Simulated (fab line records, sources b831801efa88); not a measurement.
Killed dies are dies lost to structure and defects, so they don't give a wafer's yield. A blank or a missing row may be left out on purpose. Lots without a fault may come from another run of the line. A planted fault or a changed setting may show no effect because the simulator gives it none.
Which tool did it? | flow sky130 | 24 lots, 72 wafers sampled, at 5 steps of a route of 708

WHAT THE GAUGES READ, wafer by wafer
SKY_VIA4_OVL_MEAS_11. Usual: VIA4_OVL 0.6 nm, standard deviation 1.5.
lot  | measured     | on         | VIA4_OVL (nm)  | flag
L074 | day 42 07:22 | overlay-01 | 2.2 -0.8 0.6   |
L075 | day 42 19:36 | overlay-02 | 0.4 -0.8 -1.0  |
L076 | day 43 06:00 | overlay-01 | -2.2 -1.2 -2.0 |
L077 | day 43 08:38 | overlay-01 | 1.7 0.5 2.1    |
L079 | day 43 21:18 | overlay-01 | 1.9 2.4 1.0    |
L078 | day 43 21:54 | overlay-02 | -0.3 -0.5 0.3  |
L080 | day 44 06:51 | overlay-01 | 0.2 1.2 0.7    |
L081 | day 44 17:04 | overlay-02 | -1.2 -2.9 -0.9 |
L082 | day 44 19:41 | overlay-02 | 2.0 1.5 2.1    |
L083 | day 45 00:55 | overlay-02 | 0.2 -1.3 -0.9  |
L084 | day 45 12:05 | overlay-01 | -0.1 1.1 1.8   |
L085 | day 45 18:22 | overlay-02 | -0.3 -0.1 -0.1 |
L086 | day 45 22:26 | overlay-01 | 1.7 2.0 0.8    |
L087 | day 46 00:50 | overlay-01 | 1.3 1.2 1.0    |
L088 | day 46 11:02 | overlay-02 | 1.1 0.7 0.3    |
L089 | day 46 11:21 | overlay-02 | -1.9 -1.5 -1.6 |
L090 | day 47 01:59 | overlay-01 | -0.2 1.1 1.2   |
L091 | day 47 04:32 | overlay-01 | -0.3 0.0 0.6   |
L092 | day 47 06:07 | overlay-02 | 1.0 -0.2 0.8   |
L093 | day 47 10:08 | overlay-01 | 0.4 2.6 0.5    |
L094 | day 47 21:05 | overlay-02 | -0.1 1.3 0.1   |
L096 | day 48 03:17 | overlay-01 | 5.5 5.0 4.6    |
L095 | day 48 09:13 | overlay-01 | 1.2 1.0 0.7    |
L097 | day 48 15:04 | overlay-02 | 0.4 2.1 1.3    |

SKY_METAL5_THK_MEAS_06: measures by xrf. Usual: METAL5_ALCU_THK 1144 nm, standard deviation 13.
lot  | measured     | on            | METAL5_ALCU_THK (nm) | flag
L074 | day 42 09:05 | film_metro-04 | 1141 1142 1148       |
L075 | day 42 21:25 | film_metro-04 | 1132 1135 1148       |
L076 | day 43 07:45 | film_metro-01 | 1141 1143 1131       |
L077 | day 43 10:21 | film_metro-01 | 1165 1160 1159       |
L079 | day 43 23:02 | film_metro-02 | 1134 1140 1145       |
L078 | day 43 23:41 | film_metro-01 | 1118 1129 1153       |
L080 | day 44 08:34 | film_metro-01 | 1136 1142 1143       |
L081 | day 44 18:49 | film_metro-02 | 1142 1170 1167       |
L082 | day 44 21:23 | film_metro-01 | 1124 1128 1146       |
L083 | day 45 02:36 | film_metro-01 | 1119 1128 1126       |
L084 | day 45 13:50 | film_metro-01 | 1154 1142 1132       |
L085 | day 45 20:29 | film_metro-04 | 1146 1167 1158       |
L086 | day 46 00:10 | film_metro-04 | 1144 1134 1140       |
L087 | day 46 02:46 | film_metro-02 | 1116 1124 1136       |
L088 | day 46 12:44 | film_metro-02 | 1144 1137 1134       |
L089 | day 46 13:02 | film_metro-04 | 1156 1154 1158       |
L090 | day 47 03:54 | film_metro-02 | 1148 1144 1150       |
L091 | day 47 06:13 | film_metro-04 | 1130 1143 1129       |
L092 | day 47 07:50 | film_metro-01 | 1142 1137 1135       |
L093 | day 47 11:49 | film_metro-02 | 1174 1160 1144       |
L094 | day 47 23:05 | film_metro-04 | 1128 1140 1129       |
L096 | day 48 05:01 | film_metro-02 | 1156 1179 1175       |
L095 | day 48 10:56 | film_metro-01 | 1164 1144 1144       |
L097 | day 48 16:47 | film_metro-01 | 1141 1135 1149       |

WHICH TOOL RAN EACH LOT (tool, then ch and the chambers of the sampled wafers, then the start)
lot  | SKY_VIA2_CVD_21               | SKY_METAL4_ETCH_17                 | SKY_VIA4_ETCH_12
L074 | cvd_w-01 ch 0,1, day 35 21:08 | rie_diel-01 ch 0,2,3, day 41 06:46 | rie_diel-02 ch 0,1, day 42 07:24
L075 | cvd_w-02 ch 0,1, day 36 08:37 | rie_diel-03 ch 0,2, day 41 18:37   | rie_diel-03 ch 0,1,2, day 42 19:38
L076 | cvd_w-02 ch 1, day 36 21:04   | rie_diel-04 ch 0,1,2, day 42 05:06 | rie_diel-02 ch 0,1,3, day 43 06:02
L077 | cvd_w-01 ch 0,1, day 37 02:22 | rie_diel-04 ch 0,1,2, day 42 08:19 | rie_diel-01 ch 0,2,3, day 43 08:40
L079 | cvd_w-01 ch 0,1, day 37 09:28 | rie_diel-01 ch 0,1,3, day 42 20:49 | rie_diel-02 ch 0,2, day 43 21:20
L078 | cvd_w-02 ch 0,1, day 37 12:56 | rie_diel-03 ch 1,2,3, day 42 21:58 | rie_diel-02 ch 2,3, day 43 21:56
L080 | cvd_w-01 ch 0,1, day 38 00:28 | rie_diel-04 ch 0,1,3, day 43 06:25 | rie_diel-01 ch 0,2,3, day 44 06:53
L081 | cvd_w-01 ch 0,1, day 38 12:19 | rie_diel-04 ch 1,2,3, day 43 16:46 | rie_diel-03 ch 0,1,2, day 44 17:06
L082 | cvd_w-02 ch 0,1, day 38 14:14 | rie_diel-03 ch 0,3, day 43 19:55   | rie_diel-03 ch 1,2, day 44 19:44
L083 | cvd_w-01 ch 0,1, day 38 17:42 | rie_diel-01 ch 1,2,3, day 44 00:48 | rie_diel-02 ch 0,3, day 45 00:57
L084 | cvd_w-02 ch 0,1, day 39 08:28 | rie_diel-01 ch 0,2,3, day 44 13:57 | rie_diel-01 ch 0,2,3, day 45 12:07
L085 | cvd_w-02 ch 0,1, day 39 16:04 | rie_diel-04 ch 0,2,3, day 44 19:48 | rie_diel-01 ch 0,1,3, day 45 18:24
L086 | cvd_w-01 ch 0,1, day 39 21:53 | rie_diel-03 ch 0,1,3, day 45 00:54 | rie_diel-02 ch 0,1, day 45 22:28
L087 | cvd_w-02 ch 0,1, day 40 00:01 | rie_diel-03 ch 0,1,2, day 45 02:58 | rie_diel-03 ch 1,2,3, day 46 00:51
L088 | cvd_w-01 ch 0,1, day 40 13:43 | rie_diel-03 ch 1,2, day 45 13:18   | rie_diel-01 ch 0,2, day 46 11:05
L089 | cvd_w-02 ch 1, day 40 15:40   | rie_diel-04 ch 0,1,3, day 45 13:58 | rie_diel-03 ch 1,3, day 46 11:23
L090 | cvd_w-02 ch 0,1, day 41 06:46 | rie_diel-04 ch 0,1,3, day 46 04:58 | rie_diel-03 ch 0,3, day 47 02:01
L091 | cvd_w-01 ch 0,1, day 41 08:42 | rie_diel-03 ch 0,1,2, day 46 07:10 | rie_diel-03 ch 1,2,3, day 47 04:34
L092 | cvd_w-01 ch 0,1, day 41 11:57 | rie_diel-04 ch 0,1,2, day 46 09:07 | rie_diel-01 ch 0,2,3, day 47 06:10
L093 | cvd_w-02 ch 0,1, day 41 17:45 | rie_diel-04 ch 0,2,3, day 46 13:43 | rie_diel-01 ch 0,2,3, day 47 10:10
L094 | cvd_w-02 ch 0,1, day 42 05:11 | rie_diel-01 ch 0,2, day 47 00:04   | rie_diel-03 ch 0,2,3, day 47 21:07
L096 | cvd_w-02 ch 0,1, day 42 12:30 | rie_diel-04 ch 1,2, day 47 06:46   | rie_diel-01 ch 0,1,2, day 48 03:20
L095 | cvd_w-01 ch 0,1, day 42 18:19 | rie_diel-03 ch 1,2,3, day 47 13:01 | rie_diel-03 ch 0,1,2, day 48 09:16
L097 | cvd_w-02 ch 0,1, day 43 03:13 | rie_diel-04 ch 0,1, day 47 18:59   | rie_diel-03 ch 0,1, day 48 15:07
- SKY_VIA2_CVD_21: deposits W, target thk 420 nm, time 126.4 s.
- SKY_METAL4_ETCH_17: etches SiO2 in C4F8/O2/Ar, stops on TiN, time 3.9 s, target depth 15 nm.
- SKY_VIA4_ETCH_12: etches SiO2 in C4F8/O2/Ar, stops on TiN, target depth 580 nm.

WHAT THE TOOLS THEMSELVES READ (means of the sampled wafers that have a number; where no wafer has one, the mark that the record gives instead)
SKY_VIA2_CVD_21. Usual: heater_power_outer_w 536 W, standard deviation 43; heater_power_w 888 W, standard deviation 85.
lot  | tool     | heater_power_outer_w (W) | heater_power_w (W) | flag
L074 | cvd_w-01 | 493                      | 796                |
L075 | cvd_w-02 | 569                      | 965                |
L076 | cvd_w-02 | 623                      | 1013               |
L077 | cvd_w-01 | 498                      | 807                |
L079 | cvd_w-01 | 487                      | 790                |
L078 | cvd_w-02 | 595                      | 974                |
L080 | cvd_w-01 | 520                      | 815                |
L081 | cvd_w-01 | 511                      | 831                |
L082 | cvd_w-02 | 596                      | 996                |
L083 | cvd_w-01 | 513                      | 822                |
L084 | cvd_w-02 | 568                      | 954                |
L085 | cvd_w-02 | 551                      | 941                |
L086 | cvd_w-01 | 488                      | 801                |
L087 | cvd_w-02 | 572                      | 961                |
L088 | cvd_w-01 | 502                      | 816                |
L089 | cvd_w-02 | 583                      | 983                |
L090 | cvd_w-02 | 560                      | 958                |
L091 | cvd_w-01 | 514                      | 815                |
L092 | cvd_w-01 | 493                      | 793                |
L093 | cvd_w-02 | 566                      | 968                |
L094 | cvd_w-02 | 550                      | 938                |
L096 | cvd_w-02 | 551                      | 927                |
L095 | cvd_w-01 | 493                      | 792                |
L097 | cvd_w-02 | 554                      | 939                |

SKY_METAL4_ETCH_17. Usual: oes_product_au 0.754 a.u., standard deviation 0.0072.
lot  | tool        | oes_product_au (a.u.) | flag
L074 | rie_diel-01 | 0.752                 |
L075 | rie_diel-03 | 0.759                 |
L076 | rie_diel-04 | 0.757                 |
L077 | rie_diel-04 | 0.758                 |
L079 | rie_diel-01 | 0.760                 |
L078 | rie_diel-03 | 0.750                 |
L080 | rie_diel-04 | 0.757                 |
L081 | rie_diel-04 | 0.752                 |
L082 | rie_diel-03 | 0.756                 |
L083 | rie_diel-01 | 0.743                 |
L084 | rie_diel-01 | 0.758                 |
L085 | rie_diel-04 | 0.752                 |
L086 | rie_diel-03 | 0.756                 |
L087 | rie_diel-03 | 0.757                 |
L088 | rie_diel-03 | 0.745                 |
L089 | rie_diel-04 | 0.754                 |
L090 | rie_diel-04 | 0.747                 |
L091 | rie_diel-03 | 0.754                 |
L092 | rie_diel-04 | 0.756                 |
L093 | rie_diel-04 | 0.752                 |
L094 | rie_diel-01 | 0.763                 |
L096 | rie_diel-04 | 0.754                 |
L095 | rie_diel-03 | 0.760                 |
L097 | rie_diel-04 | 0.752                 |

SKY_VIA4_ETCH_12. Usual: oes_product_au 0.926 a.u., standard deviation 0.0046.
lot  | tool        | oes_product_au (a.u.) | flag
L074 | rie_diel-02 | 0.926                 |
L075 | rie_diel-03 | 0.931                 |
L076 | rie_diel-02 | 0.927                 |
L077 | rie_diel-01 | 0.924                 |
L079 | rie_diel-02 | 0.927                 |
L078 | rie_diel-02 | 0.926                 |
L080 | rie_diel-01 | 0.927                 |
L081 | rie_diel-03 | 0.925                 |
L082 | rie_diel-03 | 0.930                 |
L083 | rie_diel-02 | 0.928                 |
L084 | rie_diel-01 | 0.917                 |
L085 | rie_diel-01 | 0.921                 |
L086 | rie_diel-02 | 0.922                 |
L087 | rie_diel-03 | 0.923                 |
L088 | rie_diel-01 | 0.927                 |
L089 | rie_diel-03 | 0.929                 |
L090 | rie_diel-03 | 0.926                 |
L091 | rie_diel-03 | 0.930                 |
L092 | rie_diel-01 | 0.925                 |
L093 | rie_diel-01 | 0.924                 |
L094 | rie_diel-03 | 0.928                 |
L096 | rie_diel-01 | 0.927                 |
L095 | rie_diel-03 | 0.923                 |
L097 | rie_diel-03 | 0.927                 |

THE ANSWER, worked out from the rows above alone
Rule: a lot is off if the mean of its wafers that have a number lies more than 3 standard deviations from the usual mean. A lot without any number at a reading at which 4 lots or more have one is off too. The other lots that the step has rows for count as sound. The gauges are gone through in route order, then the tools' own readings, and for those a lot's mean is taken as printed above. The first step at which some lot is off is used, and at that step the reading that is off furthest; a lot without a number counts as furthest.
No lot is off at any reading shown: from this, nothing can be told.

WHAT THE SIMULATOR HAD PUT IN
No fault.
